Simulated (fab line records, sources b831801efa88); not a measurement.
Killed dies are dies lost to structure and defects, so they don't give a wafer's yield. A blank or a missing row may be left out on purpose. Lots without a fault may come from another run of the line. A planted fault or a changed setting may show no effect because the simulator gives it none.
fab line records | flow sky130
record lots=13 wafers=39 last_day=51
route steps=708 shown GATE_OXIDE@197 POLY_GATE@229 LDD_P@258 LDD_HVP@285 PAD_OPEN@708
lots that met no fault: from a run of the same line without faults
start_h: hours from the record's first day to the start of the lot's first wafer shown | wait_h: hours since the lot's step before | " the same as in the row above | L1.1+2: a row that stands for several wafers | - no value, or no start given | * or withheld: withheld | < > ~ a bound
route shown NAME@n: a module of which the file shows steps, and the number in the route of the first | usual: mean/standard deviation of fault-free wafers | same: alike in all rows | chamber/n: place in a boat | sites: the reading at each site | _std_site: their standard deviation | _edge_site: outer sites' mean less inner sites' | radius_mm: how far each site lies from the wafer's centre | mask NAME#n: copy n | behind: the tool/chamber that last shaped the wafer | hold: why the lot was held/for how many hours/how that ended | device: the transistor (n, p or np) that didn't switch | end of line: the same wafers' tests at the end of the route | a step without rows: its recipe alone | killed: dies lost to structure and defects at the first sort, not the wafer's yield | map: a wafer's dies, x killed, . not, _ none there
set.NAME: the setting as run; set.NAME@STEP: as run at that earlier step | model.NAME: the simulator's own value behind a step, which no gauge read
steps of the route over a sample of lots; a table a step, a row a wafer
services: from which hour (start_h, from the record's first day; less than 0 if before it) a tool's chamber was out of use, for how many hours, and why
## steps
# step SKY_GATE_OXIDE_OVL_MEAS_10
# usual GATE_OXIDE_OVL=0.5/1.3
# columns lot.wafer tool chamber start_h wait_h GATE_OXIDE_OVL[nm]
L236.2 overlay-01 - 303.24 0.1 -2.4
L236.3 " - " " 1.1
L236.5 " - " " -0.2
L238.4 overlay-02 - 320.34 0.1 0.1
L238.5 " - " " 1.1
L238.6 " - " " 2.6
L239.1 overlay-02 - 327.59 0.1 -0.3
L239.5 " - " " 2.3
L239.6 " - " " 3.8
L241.1 overlay-02 - 351.89 0.1 0.8
L241.2 " - " " -1.2
L241.3 " - " " -0.2
L243.2 overlay-02 - 375.13 0.1 0.9
L243.3 " - " " 0.5
L243.6 " - " " -0.8
L244.1 overlay-01 - 375.42 0.1 0.3
L244.4 " - " " -0.8
L244.5 " - " " 0.4
L247.1 overlay-01 - 400.76 0.1 0.3
L247.4 " - " " 1.1
L247.6 " - " " 0.4
L248.2 overlay-01 - 409.66 0.1 -1.7
L248.4 " - " " 0.4
L248.5 " - " " 0.1
L249.1 overlay-01 - 414.17 0.1 1.0
L249.2 " - " " 0.8
L249.5 " - " " 2.7
L250.1 overlay-01 - 423.89 0.1 -0.7
L250.3 " - " " 1.6
L250.5 " - " " -0.8
L254.1 overlay-02 - 454.11 0.1 1.4
L254.2 " - " " 0.0
L254.6 " - " " 1.3
L256.1 overlay-02 - 472.22 0.1 -0.6
L256.3 " - " " -1.7
L256.5 " - " " -1.0
L259.2 overlay-01 - 502.36 0.1 -1.8
L259.3 " - " " -0.2
L259.5 " - " " -0.4
# step SKY_POLY_GATE_ETCH_15
# recipe chemistry=N2/H2 target=BARC ion_energy_ev=200 source_w=500 bias_w=100 pressure_mtorr=30 n2_flow_sccm=100 h2_flow_sccm=200 stop_on=SiO2 time_s=118.5 target_depth_a=1100
# usual bias_w=99.96/0.3 drypump_motor_current_A=5.7/0.34 h2_flow_sccm=199.9/0.63 oes_product_au=0.716/0.005 throttle_valve_pct=13.212/0.01
# columns lot.wafer tool chamber start_h wait_h bias_w drypump_motor_current_A h2_flow_sccm oes_product_au rf_hours_counter_h throttle_valve_pct
L236.2 rie_diel-03 3 359.83 0.0 99.88 5.8 199.8 0.705 8 13.206
L236.3 " 2 " " 99.90 5.9 200.2 0.711 9 13.203
L236.5 " 1 " " 100.21 5.9 199.2 0.708 - 13.212
L238.4 rie_diel-01 0 382.51 0.0 100.38 5.8 199.9 0.727 54 13.214
L238.5 " 0 " " 99.84 5.8 200.0 0.714 - 13.213
L238.6 " 3 " " 100.09 5.0 201.2 0.717 - 13.190
L239.1 rie_diel-02 0 388.94 0.0 99.99 5.9 199.7 0.703 41 13.210
L239.5 " 2 " " 99.75 6.2 199.3 0.710 - 13.218
L239.6 " 0 " " 100.27 5.8 200.1 0.729 - 13.216
L241.1 rie_diel-02 2 417.58 0.0 99.98 6.2 198.4 0.715 27 13.204
L241.2 " 0 " " 99.91 5.8 200.0 0.712 41 13.207
L241.3 " 1 " " 99.80 5.3 200.0 0.708 6 13.196
L244.1 rie_diel-01 0 438.99 0.0 100.04 5.8 200.5 0.706 55 13.213
L244.4 " 1 " " 100.00 5.6 199.9 0.717 - 13.228
L244.5 " 0 " " 100.04 5.8 200.7 0.717 - 13.211
L243.2 rie_diel-03 2 440.21 0.0 99.54 6.0 200.7 0.723 10 13.208
L243.3 " 0 " " 99.79 5.5 200.6 0.717 2 13.187
L243.6 " 2 " " 99.85 6.0 200.8 0.724 - 13.225
L247.1 rie_diel-01 3 469.08 0.0 99.79 5.0 199.7 0.711 36 13.202
L247.4 " 2 " " 99.82 5.9 199.9 0.718 6 13.202
L247.6 " 3 " " 100.18 5.0 199.6 0.725 - 13.212
L248.2 rie_diel-02 1 475.86 0.0 100.28 5.3 200.1 0.721 7 13.201
L248.4 " 3 " " 100.09 5.2 199.7 0.722 - 13.227
L248.5 " 1 " " 99.74 5.3 200.0 0.723 - 13.210
L249.1 rie_diel-03 3 480.24 0.0 100.07 5.7 198.6 0.716 10 13.218
L249.2 " 1 " " 99.81 5.8 200.7 0.714 77 13.189
L249.5 " 0 " " 100.14 5.5 200.1 0.724 - 13.214
L250.1 rie_diel-01 3 489.59 0.0 100.10 5.0 199.7 0.713 36 13.213
L250.3 " 1 " " 99.96 5.6 198.7 0.723 71 13.211
L250.5 " 1 " " 99.74 5.6 198.9 0.720 - 13.206
L254.1 rie_diel-02 2 521.71 0.0 100.02 6.2 200.0 0.724 29 13.197
L254.2 " 1 " " 100.25 5.3 200.0 0.714 8 13.211
L254.6 " 3 " " 100.26 5.2 200.2 0.711 - 13.221
L256.1 rie_diel-01 1 535.99 0.0 100.25 5.6 200.4 0.709 71 13.239
L256.3 " 0 " " 99.88 5.9 199.7 0.720 57 13.208
L256.5 " 0 " " 100.01 5.8 200.2 0.712 - 13.211
L259.2 rie_diel-03 3 594.38 0.0 99.93 5.7 200.3 0.711 12 13.215
L259.3 " 0 " " 99.64 5.5 200.3 0.715 4 13.223
L259.5 " 0 " " 99.80 5.5 198.9 0.718 - 13.222
# step SKY_LDD_P_SOFTBAKE_03
# recipe temp_c=90 time_s=60 resist=NOVOLAK
# usual heater_power_total_W=56.60/0.04 plate_temp_C=90.00/0.12
# columns lot.wafer tool chamber start_h wait_h heater_power_total_W plate_temp_C
L236.2 litho_track-02 0 405.23 0.1 56.63 90.07
L236.3 " 0 " " 56.62 89.90
L236.5 " 0 " " 56.50 89.98
L238.4 litho_track-04 0 428.90 0.1 56.56 89.92
L238.5 " 0 " " 56.58 89.98
L238.6 " 0 " " 56.59 89.89
L239.1 litho_track-03 0 437.39 0.1 56.59 90.22
L239.5 " 0 " " 56.56 90.15
L239.6 " 0 " " 56.60 90.13
L241.1 litho_track-04 0 465.57 0.1 56.64 89.82
L241.2 " 0 " " 56.60 89.90
L241.3 " 0 " " 56.58 89.99
L244.1 litho_track-04 0 488.02 0.1 56.54 90.07
L244.4 " 0 " " 56.60 90.07
L244.5 " 0 " " 56.59 90.17
L243.2 litho_track-02 0 488.88 0.1 56.62 90.16
L243.3 " 0 " " 56.61 90.07
L243.6 " 0 " " 56.67 90.25
L247.1 litho_track-03 0 516.23 0.1 56.62 89.88
L247.4 " 0 " " 56.62 89.95
L247.6 " 0 " " 56.58 90.09
L248.2 litho_track-03 0 524.21 0.1 56.58 90.18
L248.4 " 0 " " 56.61 90.03
L248.5 " 0 " " 56.52 90.10
L249.1 litho_track-03 0 527.93 0.1 58.18 91.83
L249.2 " 0 " " 58.14 91.80
L249.5 " 0 " " 58.18 92.01
L250.1 litho_track-04 0 536.47 0.1 56.54 90.01
L250.3 " 0 " " 56.57 89.95
L250.5 " 0 " " 56.60 89.97
L254.1 litho_track-03 0 568.23 0.1 58.19 92.12
L254.2 " 0 " " 58.26 91.82
L254.6 " 0 " " 58.11 91.85
L256.1 litho_track-04 0 583.27 0.1 56.60 90.18
L256.3 " 0 " " 56.63 90.17
L256.5 " 0 " " 56.59 90.01
L259.2 litho_track-04 0 641.75 0.1 56.55 90.24
L259.3 " 0 " " 56.61 90.08
L259.5 " 0 " " 56.68 90.13
# step SKY_LDD_HVP_OVL_MEAS_07
# usual LDD_HVP_OVL=0.7/1.2
# columns lot.wafer tool chamber start_h wait_h LDD_HVP_OVL[nm]
L236.2 overlay-02 - 479.74 0.1 0.3
L236.3 " - " " 1.1
L236.5 " - " " -1.0
L238.4 overlay-01 - 505.12 0.1 1.3
L238.5 " - " " -4.4
L238.6 " - " " -1.0
L239.1 overlay-01 - 513.49 0.2 -0.2
L239.5 " - " " 0.3
L239.6 " - " " 1.5
L241.1 overlay-02 - 540.11 0.1 -1.5
L241.2 " - " " -0.9
L241.3 " - " " 1.7
L244.1 overlay-01 - 562.61 0.1 0.4
L244.4 " - " " 0.2
L244.5 " - " " 2.6
L243.2 overlay-02 - 563.59 0.1 0.0
L243.3 " - " " 0.6
L243.6 " - " " -0.2
L247.1 overlay-02 - 589.89 0.1 2.6
L247.4 " - " " -0.6
L247.6 " - " " 0.6
L248.2 overlay-02 - 598.03 0.1 0.3
L248.4 " - " " 1.1
L248.5 " - " " 1.0
L249.1 overlay-02 - 602.41 0.1 0.1
L249.2 " - " " 0.7
L249.5 " - " " -0.1
L250.1 overlay-02 - 610.29 0.1 3.3
L250.3 " - " " 1.5
L250.5 " - " " -0.4
L254.1 overlay-02 - 642.87 0.1 -1.0
L254.2 " - " " 0.5
L254.6 " - " " -0.5
L256.1 overlay-02 - 657.54 0.1 -0.3
L256.3 " - " " 2.1
L256.5 " - " " -1.2
L259.2 overlay-01 - 711.81 0.1 1.8
L259.3 " - " " 1.1
L259.5 " - " " 0.9
# step SKY_PAD_OPEN_PROBE_99
# usual killed_at_M0_to_M3=43/6.4 killed_at_M4_up=3.2/1.8 killed_at_contacts=25/5.8 killed_at_front_end=16/4.1 killed_at_other=0.2/0.47 killed_dies=88/9.9 killed_open=47/7.3 killed_short=40/7.1
# same gross_dies=492 killed_at_back_side=0
# columns lot.wafer tool chamber start_h wait_h killed_at_M0_to_M3 killed_at_M4_up killed_at_contacts killed_at_front_end killed_at_other killed_dies killed_open killed_short
L236.2 prober-01 - 1067.81 0.1 42 4 25 14 0 85 37 47
L236.3 prober-01 - 1067.86 0.2 38 4 22 13 0 77 50 27
L236.5 prober-01 - 1067.96 0.2 35 1 19 20 0 75 41 34
L238.4 prober-01 - 1079.81 0.2 59 4 20 13 0 96 51 45
L238.5 prober-01 - 1079.86 0.2 52 4 20 18 0 94 53 41
L238.6 prober-01 - 1079.91 0.2 44 2 22 13 0 81 31 50
L239.1 prober-02 - 1088.78 0.1 45 1 18 10 0 74 41 33
L239.5 prober-02 - 1088.98 0.2 42 2 26 18 0 88 40 48
L239.6 prober-02 - 1089.03 0.2 47 2 26 8 0 83 52 31
L241.1 prober-02 - 1100.67 0.1 42 6 28 13 1 90 57 33
L241.2 prober-02 - 1100.72 0.1 51 3 31 18 0 103 47 56
L241.3 prober-02 - 1100.77 0.2 59 5 36 14 0 114 68 46
L244.1 prober-01 - 1123.51 0.1 37 4 30 12 0 83 50 32
L244.4 prober-01 - 1123.66 0.2 48 1 35 18 0 102 54 48
L244.5 prober-01 - 1123.71 0.2 43 3 27 12 0 85 49 36
L243.2 prober-02 - 1127.01 0.1 43 3 29 18 0 93 58 35
L243.3 prober-02 - 1127.06 0.2 39 3 26 22 0 90 56 34
L243.6 prober-02 - 1127.21 0.2 32 4 35 14 0 85 48 37
L247.1 prober-02 - 1135.63 0.1 35 4 20 23 0 82 37 44
L247.4 prober-02 - 1135.78 0.2 48 1 28 15 0 92 46 46
L247.6 prober-02 - 1135.88 0.2 32 4 17 20 0 73 32 39
L248.2 prober-01 - 1139.61 0.1 35 6 24 20 0 85 46 39
L248.4 prober-01 - 1139.71 0.2 53 1 22 17 0 93 52 41
L248.5 prober-01 - 1139.76 0.2 43 6 16 17 0 82 47 35
L249.1 prober-02 - 1147.06 0.1 43 2 38 18 0 101 59 41
L249.2 prober-02 - 1147.11 0.1 32 1 28 20 0 81 44 36
L249.5 prober-02 - 1147.26 0.2 41 3 27 25 0 96 55 41
L250.1 prober-01 - 1152.63 0.1 51 1 24 14 0 90 45 45
L250.3 prober-01 - 1152.73 0.2 49 2 34 18 0 103 57 46
L250.5 prober-01 - 1152.83 0.2 47 3 26 13 2 91 49 40
L254.1 prober-01 - 1174.58 0.1 42 8 21 21 0 92 50 42
L254.2 prober-01 - 1174.63 0.1 48 2 38 17 0 105 57 48
L254.6 prober-01 - 1174.83 0.2 42 4 32 15 0 93 56 37
L256.1 prober-01 - 1185.71 0.1 46 4 27 16 0 93 50 43
L256.3 prober-01 - 1185.81 0.2 51 2 28 18 0 99 57 41
L256.5 prober-01 - 1185.91 0.2 56 2 23 18 1 100 45 55
L259.2 prober-02 - 1214.52 0.1 35 1 25 14 0 75 43 32
L259.3 prober-02 - 1214.57 0.2 38 3 21 21 0 83 47 36
L259.5 prober-02 - 1214.67 0.2 37 4 24 9 0 74 40 34
# killed by level:class
L236.2 VIA1:geometric_particle:open=13 CONTACT:geometric_particle:open=8 METAL2:geometric_particle:short=6 FIELD_ISO:geometric_particle:short=5 POLY_GATE:geometric_particle:short=5 LOCAL_INTERCONNECT:geometric_particle:open=5 METAL3:geometric_particle:short=5 VIA2:geometric_particle:open=5
L236.3 VIA1:geometric_particle:open=11 LI_CONTACT:geometric_particle:open=9 CONTACT:geometric_particle:open=9 VIA2:geometric_particle:open=6 FIELD_ISO:geometric_particle:open=4 VIA1:geometric_particle:short=4 METAL2:geometric_particle:short=4 POLY_GATE:geometric_particle:short=3
L236.5 VIA1:geometric_particle:open=13 CONTACT:geometric_particle:open=9 POLY_GATE:geometric_particle:open=8 METAL2:geometric_particle:short=6 FIELD_ISO:geometric_particle:open=4 POLY_GATE:geometric_particle:short=4 VIA2:geometric_particle:open=4 CONTACT:geometric_particle:short=4
L238.4 VIA1:geometric_particle:open=14 METAL2:geometric_particle:short=11 LI_CONTACT:geometric_particle:open=9 FIELD_ISO:geometric_particle:open=7 METAL3:geometric_particle:short=7 CONTACT:geometric_particle:open=6 METAL1:geometric_particle:short=6 FIELD_ISO:geometric_particle:short=4
L238.5 VIA1:geometric_particle:open=13 LI_CONTACT:geometric_particle:open=10 FIELD_ISO:geometric_particle:open=9 METAL2:geometric_particle:short=8 LOCAL_INTERCONNECT:geometric_particle:short=6 METAL1:geometric_particle:short=6 VIA3:geometric_particle:short=5 VIA2:geometric_particle:open=5
L238.6 METAL1:geometric_particle:short=11 METAL2:geometric_particle:short=9 LI_CONTACT:geometric_particle:open=9 VIA2:geometric_particle:short=5 FIELD_ISO:geometric_particle:short=4 POLY_GATE:geometric_particle:short=4 VIA1:geometric_particle:open=4 LOCAL_INTERCONNECT:geometric_particle:short=3
L239.1 VIA3:geometric_particle:open=9 CONTACT:geometric_particle:open=8 VIA1:geometric_particle:open=8 METAL1:geometric_particle:short=6 METAL2:geometric_particle:short=6 VIA3:geometric_particle:short=4 VIA2:geometric_particle:open=4 FIELD_ISO:geometric_particle:short=3
L239.5 VIA1:geometric_particle:open=8 LI_CONTACT:geometric_particle:open=7 VIA2:geometric_particle:open=7 POLY_GATE:geometric_particle:short=5 LI_CONTACT:geometric_particle:short=5 LOCAL_INTERCONNECT:geometric_particle:short=5 CONTACT:geometric_particle:open=5 METAL2:geometric_particle:short=5
L239.6 CONTACT:geometric_particle:open=11 VIA1:geometric_particle:open=10 LI_CONTACT:geometric_particle:open=8 METAL1:geometric_particle:short=8 VIA3:geometric_particle:open=8 VIA2:geometric_particle:open=6 LOCAL_INTERCONNECT:geometric_particle:short=4 FIELD_ISO:geometric_particle:short=3
L241.1 VIA1:geometric_particle:open=15 LI_CONTACT:geometric_particle:open=11 LOCAL_INTERCONNECT:geometric_particle:short=8 VIA2:geometric_particle:open=8 POLY_GATE:geometric_particle:open=6 CONTACT:geometric_particle:open=5 METAL3:geometric_particle:short=5 VIA1:geometric_particle:short=4
L241.2 LI_CONTACT:geometric_particle:open=12 VIA1:geometric_particle:open=11 FIELD_ISO:geometric_particle:short=6 VIA1:geometric_particle:short=6 LOCAL_INTERCONNECT:geometric_particle:short=6 VIA2:geometric_particle:open=6 METAL2:geometric_particle:short=6 VIA3:geometric_particle:short=6
L241.3 VIA1:geometric_particle:open=18 CONTACT:geometric_particle:open=13 VIA3:geometric_particle:open=10 VIA2:geometric_particle:open=10 LI_CONTACT:geometric_particle:open=7 LOCAL_INTERCONNECT:geometric_particle:short=6 POLY_GATE:geometric_particle:open=5 METAL1:geometric_particle:short=5
L244.1 LI_CONTACT:geometric_particle:open=12 VIA1:geometric_particle:open=11 CONTACT:geometric_particle:open=8 VIA1:geometric_particle:short=6 CONTACT:geometric_particle:short=6 VIA3:geometric_particle:open=6 METAL1:geometric_particle:short=5 POLY_GATE:geometric_particle:short=3
L244.4 CONTACT:geometric_particle:short=12 VIA1:geometric_particle:open=12 CONTACT:geometric_particle:open=10 VIA1:geometric_particle:short=9 FIELD_ISO:geometric_particle:open=6 METAL1:geometric_particle:short=6 METAL2:geometric_particle:short=6 VIA2:geometric_particle:open=6
L244.5 VIA1:geometric_particle:open=17 CONTACT:geometric_particle:open=8 CONTACT:geometric_particle:short=7 LI_CONTACT:geometric_particle:open=6 LOCAL_INTERCONNECT:geometric_particle:short=6 VIA3:geometric_particle:open=6 METAL1:geometric_particle:short=4 METAL2:geometric_particle:short=4
L243.2 CONTACT:geometric_particle:open=12 VIA2:geometric_particle:open=10 VIA1:geometric_particle:open=9 LI_CONTACT:geometric_particle:open=8 VIA3:geometric_particle:open=7 FIELD_ISO:geometric_particle:open=5 POLY_GATE:geometric_particle:short=4 CONTACT:geometric_particle:short=4
L243.3 VIA2:geometric_particle:open=11 CONTACT:geometric_particle:open=9 FIELD_ISO:geometric_particle:open=8 LI_CONTACT:geometric_particle:open=8 VIA1:geometric_particle:open=8 FIELD_ISO:geometric_particle:short=5 POLY_GATE:geometric_particle:open=5 CONTACT:geometric_particle:short=5
L243.6 CONTACT:geometric_particle:open=14 VIA1:geometric_particle:short=9 LI_CONTACT:geometric_particle:open=8 VIA1:geometric_particle:open=7 CONTACT:geometric_particle:short=7 VIA2:geometric_particle:open=6 METAL2:geometric_particle:short=4 FIELD_ISO:geometric_particle:open=3
L247.1 VIA3:geometric_particle:open=8 LI_CONTACT:geometric_particle:open=7 FIELD_ISO:geometric_particle:open=6 POLY_GATE:geometric_particle:short=6 METAL2:geometric_particle:short=6 VIA1:geometric_particle:open=5 FIELD_ISO:geometric_particle:short=4 POLY_GATE:geometric_particle:open=4
L247.4 VIA1:geometric_particle:open=9 LI_CONTACT:geometric_particle:open=9 CONTACT:geometric_particle:open=8 METAL1:geometric_particle:short=8 FIELD_ISO:geometric_particle:short=7 VIA2:geometric_particle:open=6 VIA3:geometric_particle:open=6 VIA2:geometric_particle:short=5
L247.6 FIELD_ISO:geometric_particle:short=8 CONTACT:geometric_particle:short=7 VIA1:geometric_particle:open=7 POLY_GATE:geometric_particle:open=4 LI_CONTACT:geometric_particle:open=4 VIA1:geometric_particle:short=4 VIA2:geometric_particle:open=4 VIA3:geometric_particle:open=3
L248.2 LI_CONTACT:geometric_particle:open=9 VIA1:geometric_particle:open=8 POLY_GATE:geometric_particle:open=6 FIELD_ISO:geometric_particle:short=5 CONTACT:geometric_particle:open=5 VIA3:geometric_particle:open=5 FIELD_ISO:geometric_particle:open=4 POLY_GATE:geometric_particle:short=4
L248.4 VIA3:geometric_particle:open=10 VIA1:geometric_particle:open=10 FIELD_ISO:geometric_particle:short=6 POLY_GATE:geometric_particle:open=5 LI_CONTACT:geometric_particle:open=5 VIA1:geometric_particle:short=5 CONTACT:geometric_particle:open=5 METAL1:geometric_particle:short=5
L248.5 VIA1:geometric_particle:open=14 FIELD_ISO:geometric_particle:short=6 VIA2:geometric_particle:open=6 CONTACT:geometric_particle:open=6 FIELD_ISO:geometric_particle:open=5 METAL1:geometric_particle:short=5 LI_CONTACT:geometric_particle:open=4 VIA1:geometric_particle:short=4
L249.1 CONTACT:geometric_particle:open=17 CONTACT:geometric_particle:short=8 VIA1:geometric_particle:open=8 FIELD_ISO:geometric_particle:short=7 VIA2:geometric_particle:open=7 METAL1:geometric_particle:short=6 VIA3:geometric_particle:open=6 FIELD_ISO:geometric_particle:open=5
L249.2 FIELD_ISO:geometric_particle:short=8 CONTACT:geometric_particle:open=8 VIA2:geometric_particle:open=7 FIELD_ISO:geometric_particle:open=5 LOCAL_INTERCONNECT:geometric_particle:short=5 CONTACT:geometric_particle:short=5 POLY_GATE:geometric_particle:open=4 LI_CONTACT:geometric_particle:open=4
L249.5 FIELD_ISO:geometric_particle:open=9 FIELD_ISO:geometric_particle:short=9 LI_CONTACT:geometric_particle:open=9 METAL1:geometric_particle:short=9 VIA1:geometric_particle:open=9 CONTACT:geometric_particle:open=8 VIA3:geometric_particle:open=8 CONTACT:geometric_particle:short=4
L250.1 VIA1:geometric_particle:short=9 CONTACT:geometric_particle:open=9 METAL1:geometric_particle:short=7 VIA3:geometric_particle:open=7 LI_CONTACT:geometric_particle:open=6 VIA2:geometric_particle:open=6 POLY_GATE:geometric_particle:open=5 VIA2:geometric_particle:short=5
L250.3 VIA1:geometric_particle:open=16 LI_CONTACT:geometric_particle:open=13 METAL1:geometric_particle:short=7 VIA3:geometric_particle:open=6 FIELD_ISO:geometric_particle:open=5 FIELD_ISO:geometric_particle:short=5 LI_CONTACT:geometric_particle:short=5 LOCAL_INTERCONNECT:geometric_particle:short=5
L250.5 VIA1:geometric_particle:open=13 CONTACT:geometric_particle:open=11 VIA2:geometric_particle:open=8 FIELD_ISO:geometric_particle:open=7 CONTACT:geometric_particle:short=5 VIA1:geometric_particle:short=5 METAL2:geometric_particle:short=5 VIA3:geometric_particle:short=5
L254.1 VIA2:geometric_particle:open=9 CONTACT:geometric_particle:open=8 METAL4:geometric_particle:short=7 VIA3:geometric_particle:open=7 FIELD_ISO:geometric_particle:short=6 VIA1:geometric_particle:short=6 FIELD_ISO:geometric_particle:open=5 LI_CONTACT:geometric_particle:open=5
L254.2 CONTACT:geometric_particle:open=13 LI_CONTACT:geometric_particle:open=10 VIA2:geometric_particle:open=9 LI_CONTACT:geometric_particle:short=7 FIELD_ISO:geometric_particle:short=6 VIA3:geometric_particle:open=6 METAL1:geometric_particle:short=6 METAL2:geometric_particle:short=6
L254.6 CONTACT:geometric_particle:open=15 VIA1:geometric_particle:open=10 VIA2:geometric_particle:open=8 LI_CONTACT:geometric_particle:open=7 VIA1:geometric_particle:short=5 POLY_GATE:geometric_particle:open=5 FIELD_ISO:geometric_particle:short=4 LI_CONTACT:geometric_particle:short=4
L256.1 CONTACT:geometric_particle:open=11 VIA1:geometric_particle:open=10 LI_CONTACT:geometric_particle:open=8 METAL2:geometric_particle:short=8 VIA2:geometric_particle:open=6 VIA3:geometric_particle:open=5 VIA2:geometric_particle:short=4 CONTACT:geometric_particle:short=4
L256.3 CONTACT:geometric_particle:open=10 METAL1:geometric_particle:short=9 LI_CONTACT:geometric_particle:open=8 VIA3:geometric_particle:open=8 VIA1:geometric_particle:open=8 VIA2:geometric_particle:open=7 CONTACT:geometric_particle:short=6 METAL2:geometric_particle:short=6
L256.5 VIA1:geometric_particle:open=15 METAL1:geometric_particle:short=10 CONTACT:geometric_particle:open=9 VIA1:geometric_particle:short=9 VIA2:geometric_particle:open=7 POLY_GATE:geometric_particle:short=6 METAL2:geometric_particle:short=6 LI_CONTACT:geometric_particle:open=5
L259.2 VIA1:geometric_particle:open=12 LI_CONTACT:geometric_particle:open=8 CONTACT:geometric_particle:open=7 POLY_GATE:geometric_particle:short=6 CONTACT:geometric_particle:short=5 METAL1:geometric_particle:short=5 POLY_GATE:geometric_particle:open=4 LOCAL_INTERCONNECT:geometric_particle:short=4
L259.3 VIA1:geometric_particle:open=14 FIELD_ISO:geometric_particle:open=9 CONTACT:geometric_particle:short=7 POLY_GATE:geometric_particle:short=6 CONTACT:geometric_particle:open=6 VIA3:geometric_particle:open=5 FIELD_ISO:geometric_particle:short=4 LI_CONTACT:geometric_particle:open=4
L259.5 CONTACT:geometric_particle:open=9 VIA1:geometric_particle:open=8 LI_CONTACT:geometric_particle:short=6 METAL1:geometric_particle:short=5 METAL2:geometric_particle:short=5 CONTACT:geometric_particle:short=4 LI_CONTACT:geometric_particle:open=4 VIA2:geometric_particle:open=4
## services
# columns tool chamber start_h hours kind
rie_diel-02 2 344.62 19.5 repair
rie_diel-02 3 383.58 51.1 repair
rie_diel-01 3 387.12 6.6 repair
rie_diel-01 2 393.65 2.5 repair
rie_diel-01 - 395.01 2.8 pm
rie_diel-02 - 419.74 2.8 pm
rie_diel-01 1 425.49 1.3 repair
rie_diel-02 0 433.73 58.0 repair
rie_diel-01 3 437.72 20.3 repair
rie_diel-01 1 448.97 8.4 repair
rie_diel-03 - 460.67 0.3 repair
rie_diel-03 0 462.33 12.5 repair
rie_diel-03 - 475.45 2.8 pm
rie_diel-03 3 536.62 16.4 repair
rie_diel-01 0 537.15 2.0 repair
rie_diel-02 3 550.44 20.3 repair
rie_diel-03 1 575.52 - clean
rie_diel-02 3 592.91 8.6 repair
rie_diel-01 1 603.07 - clean
rie_diel-01 1 603.07 27.0 scheduled_down
rie_diel-01 1 603.07 27.0 vent_cycle
rie_diel-02 - 603.55 0.1 repair
rie_diel-03 3 628.39 16.3 repair
rie_diel-02 3 633.68 4.6 repair
## key
first_sign step=SKY_LDD_P_SOFTBAKE_03 reading=heater_power_total_W direction=up sigmas=39 usual=* struck=*
effect step=SKY_LDD_P_SOFTBAKE_03 reading=plate_temp_C direction=up sigmas=16 usual=* struck=*
met_at SKY_LDD_P_SOFTBAKE_03
struck_lots L249,L254
tester_left_out L249,L254
not_acting_at SKY_GATE_OXIDE_OVL_MEAS_10,SKY_POLY_GATE_ETCH_15,SKY_LDD_HVP_OVL_MEAS_07
onset_between 524.21 527.93
fault kind=process_parameter_drift tool=litho_track-03 chamber=- onset_h=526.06 steps=SKY_LDD_P_SOFTBAKE_03 channel=temp_c offset=* shape=step end_h=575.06 acts_in=* stated=*
# tester_left_out: of these lots the tester's yield and bins aren't shown, on N5 and GAA mostly nor the transistor test; their killed dies are dies lost to structure and defects alone, not to doping, threshold or leakage, so they don't give the yield
